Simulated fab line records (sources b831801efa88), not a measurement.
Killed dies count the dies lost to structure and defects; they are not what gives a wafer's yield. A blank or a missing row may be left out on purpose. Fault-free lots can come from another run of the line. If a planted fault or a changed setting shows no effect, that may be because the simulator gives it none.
Comparing a struck lot with a sound one || flow sfq line || 42 out of 325 route steps
Sound: the wafers L118.1, L118.4, L118.6. Struck: wafer L131.6. (L131.1 of the same lot was not struck and is left out.) The cause comes at the end.
Each step with rows lists, per side, the tool, then ch with its chambers, then its first start. Under that, the readings that differ: sound wafers || struck wafers || difference of the means || sigmas: that difference in standard deviations of wafers without a fault.
alike: same words and numbers on both sides, and readings whose means sit less than 2 such deviations apart. not compared: any withheld reading, any reading some wafer has no value for, any bound like >300 that may hide the same value, and any number with overlapping values for which the record gives no deviation.
The two part at a step that has a row with sigmas, a row that says differs or no value, or rows on one side only. When numbers do not overlap yet have no deviation, they are printed without sigmas and do not part them. A reading that every wafer of one side lacks parts them only if that side has two wafers or more.

first, 6 steps without rows for these wafers: SFQ_TRILAYER_I4_VIA_LITHO_COAT_108 (resist thk 62 nm); SFQ_TRILAYER_I4_VIA_LITHO_COAT_103 (resist thk 650 nm); SFQ_TRILAYER_I4_VIA_LITHO_SOFTBAKE_107; SFQ_TRILAYER_I4_VIA_LITHO_EXPOSE_104 (exposes mask I4, target cd 700 nm); SFQ_TRILAYER_I4_VIA_LITHO_PEB_106 (peb time 60 s); SFQ_TRILAYER_I4_VIA_LITHO_DEVELOP_105 (time 60 s).
SFQ_I4_OVL_MEAS_928:
  sound on overlay-01, day 39 19:34; struck on overlay-01, day 44 06:57
  alike: I4_OVL
SFQ_TRILAYER_I4_VIA_BARC_OPEN_VIA_ETCH_146: etches BARC in O2, target depth 125 nm, time 41.7 s.
  sound on rie diel-04 ch 0,3, day 39 19:37; struck on rie diel-01 ch 3, day 44 06:59
  alike: drypump motor current A, oes product au
  not compared: rf hours counter h
then, 4 steps without rows for these wafers: SFQ_TRILAYER_I4_VIA_ETCH_VIA_ETCH_106 (etches SiO2 in CHF3, stops on Nb, target depth 260 nm); SFQ_TRILAYER_I4_VIA_STRIP_STRIP_107 (strips in O2); SFQ_TRILAYER_I4_VIA_STRIP_SOLV_CLEAN_108 (cleans in NMP, time 600 s); SFQ_TRILAYER_JJ_TRILAYER_DEP_PRE_CLEAN_113 (time 22.5 s).
SFQ_TRILAYER_JJ_TRILAYER_DEP_SPUTTER_109: material Nb, target thk 150 nm, time 100 s.
  sound on pvd sputter-04, day 39 20:34; struck on pvd sputter-06, day 44 08:08
{"reading": "model.Nb_of_TRILAYER_JJ_TRILAYER_DEP_SPUTTER_109.thk nm (nm)", "sound": "150 148.4 150.3", "struck": 225.3, "difference": "+75.7", "sigmas": ""}
  alike: throttle valve pct
then, 3 steps without rows for these wafers: SFQ_TRILAYER_JJ_TRILAYER_DEP_SPUTTER_110 (material Al, target thk 8 nm, time 10 s); SFQ_TRILAYER_JJ_TRILAYER_DEP_AL_OXIDATION_111 (oxidation time 600 s); SFQ_TRILAYER_JJ_TRILAYER_DEP_SPUTTER_112 (material Nb, target thk 170 nm, time 113.3 s).
SFQ_JJ_RS_MEAS_929: measurement is done with a four-point probe.
  sound on film metro-01, day 39 21:44; struck on film metro-03, day 44 09:19
  alike: JJ_NB_RS
then, 6 steps without rows for these wafers: SFQ_TRILAYER_JJ_CE_LITHO_COAT_119 (resist thk 62 nm); SFQ_TRILAYER_JJ_CE_LITHO_COAT_114 (resist thk 600 nm); SFQ_TRILAYER_JJ_CE_LITHO_SOFTBAKE_118; SFQ_TRILAYER_JJ_CE_LITHO_EXPOSE_115 (exposes mask J5, target cd 700 nm); SFQ_TRILAYER_JJ_CE_LITHO_PEB_117 (peb time 60 s); SFQ_TRILAYER_JJ_CE_LITHO_DEVELOP_116 (time 60 s).
SFQ_JJ_OVL_MEAS_931:
  sound on overlay-02, day 41 05:49; struck on overlay-02, day 45 11:38
{"reading": "J5_OVL (nm)", "sound": "9 2 1", "struck": -6, "difference": -10, "sigmas": -2}
then, 2 steps without rows for these wafers: SFQ_TRILAYER_JJ_CE_METRO_MEASURE_117; SFQ_TRILAYER_JJ_CE_BARC_OPEN_RIE_150 (chemistry O2, target BARC, target depth 240 nm, time 80 s).
SFQ_TRILAYER_JJ_CE_ETCH_RIE_118: chemistry SF6, target Nb, stops on Al2O3, time 97.7 s, target depth 170 nm.
  sound on rie metal-03 ch 0,1, day 41 07:08; struck on rie metal-04 ch 0, day 45 12:58
  alike: drypump motor current A, oes product au
  not compared: rf hours counter h
following that, these wafers have no rows for 1 step: SFQ_TRILAYER_JJ_ANODIZE_ANODIZE_119.
SFQ_TRILAYER_JJ_CE_STRIP_STRIP_120: strips in O2.
  sound on rie metal-02 ch 0,1, day 41 07:45; struck on rie metal-04 ch 1, day 45 13:35
{"reading": "oes product au (a.u.)", "sound": "0.986 0.985 0.986", "struck": 1.016, "difference": "+0.030", "sigmas": "+3"}
  alike: drypump motor current A
  not compared: rf hours counter h
then, 7 steps without rows for these wafers: SFQ_TRILAYER_JJ_CE_STRIP_SOLV_CLEAN_121 (cleans in NMP, time 600 s); SFQ_TRILAYER_M5_LITHO_COAT_128 (resist thk 62 nm); SFQ_TRILAYER_M5_LITHO_COAT_123 (resist thk 600 nm); SFQ_TRILAYER_M5_LITHO_SOFTBAKE_127; SFQ_TRILAYER_M5_LITHO_EXPOSE_124 (exposes mask M5, target cd 700 nm); SFQ_TRILAYER_M5_LITHO_PEB_126 (peb time 60 s); SFQ_TRILAYER_M5_LITHO_DEVELOP_125 (time 60 s).
-- the record jumps here: 4 days lie between the struck wafers' starts before and after --
SFQ_M5_OVL_MEAS_932:
  sound on overlay-01, day 46 03:21; struck on overlay-02, day 49 22:00
  alike: M5_OVL
SFQ_TRILAYER_M5_BARC_OPEN_METAL_ETCH_161: etches BARC in O2, target depth 125 nm, time 41.7 s.
  sound on rie metal-01 ch 0, day 46 03:23; struck on rie metal-04 ch 0, day 49 22:02
{"reading": "drypump motor current A (A)", "sound": "5.0 5.0 4.9", "struck": 6.0, "difference": "+1.0", "sigmas": "+3"}
  alike: oes product au
  not compared: rf hours counter h
SFQ_TRILAYER_M5_ETCH_METAL_ETCH_126: etches Nb in Cl2/BCl3, stops on SiO2, time 203.2 s, target depth 265 nm.
  sound on rie metal-01 ch 0, day 46 03:30; struck on rie metal-04 ch 0, day 49 22:05
{"reading": "drypump motor current A (A)", "sound": "5.0 5.0 5.0", "struck": 6.0, "difference": "+1.0", "sigmas": "+2"}
{"reading": "oes product au (a.u.)", "sound": "0.723 0.722 0.719", "struck": 0.907, "difference": "+0.186", "sigmas": "+30"}
{"reading": "model.etch.depth nm (nm)", "sound": "150 148.4 150.3", "struck": 225.3, "difference": "+75.7", "sigmas": ""}
{"reading": "model.M5.feature depth nm (nm)", "sound": "162.2 160.6 162.5", "struck": 237.6, "difference": "+75.8", "sigmas": ""}
  not compared: rf hours counter h
SFQ_TRILAYER_M5_STRIP_STRIP_127: strips in O2.
  sound on rie metal-01 ch 0, day 46 03:53; struck on rie metal-04 ch 0, day 49 22:17
{"reading": "drypump motor current A (A)", "sound": "5.0 5.0 5.0", "struck": 6.0, "difference": "+1.0", "sigmas": "+2"}
  alike: oes product au
  not compared: rf hours counter h
then, 1 step without rows for these wafers: SFQ_TRILAYER_M5_STRIP_SOLV_CLEAN_128 (cleans in NMP, time 600 s).
-- the record jumps here: 23 days lie between the struck wafers' starts before and after --
SFQ_M8_BOW_MEAS_951:
  sound on film metro-01, day 70 03:49; struck on film metro-01, day 73 05:57
{"reading": "model.etest.m5.ohm um", "sound": "1.705 1.727 1.702", "struck": 1.131, "difference": -0.580, "sigmas": ""}
{"reading": "model.etest.i4.link ohm", "sound": "2.159 2.202 2.187", "struck": 1.74, "difference": -0.44, "sigmas": ""}
{"reading": "model.etest.i5.link ohm", "sound": "2.276 2.307 2.294", "struck": 1.867, "difference": -0.425, "sigmas": ""}
{"reading": "model.etest.m5.ohm sq", "sound": "1.188 1.2 1.185", "struck": 0.7908, "difference": -0.4002, "sigmas": ""}
  alike: M8_BOW

WHERE THEY PART
Last at SFQ_TRILAYER_M5_STRIP_STRIP_127 as far as this record goes, first at SFQ_JJ_OVL_MEAS_931. Later steps at which nothing parts them and some readings are alike: SFQ_M8_BOW_MEAS_951.

WHY: the cause the simulator had injected
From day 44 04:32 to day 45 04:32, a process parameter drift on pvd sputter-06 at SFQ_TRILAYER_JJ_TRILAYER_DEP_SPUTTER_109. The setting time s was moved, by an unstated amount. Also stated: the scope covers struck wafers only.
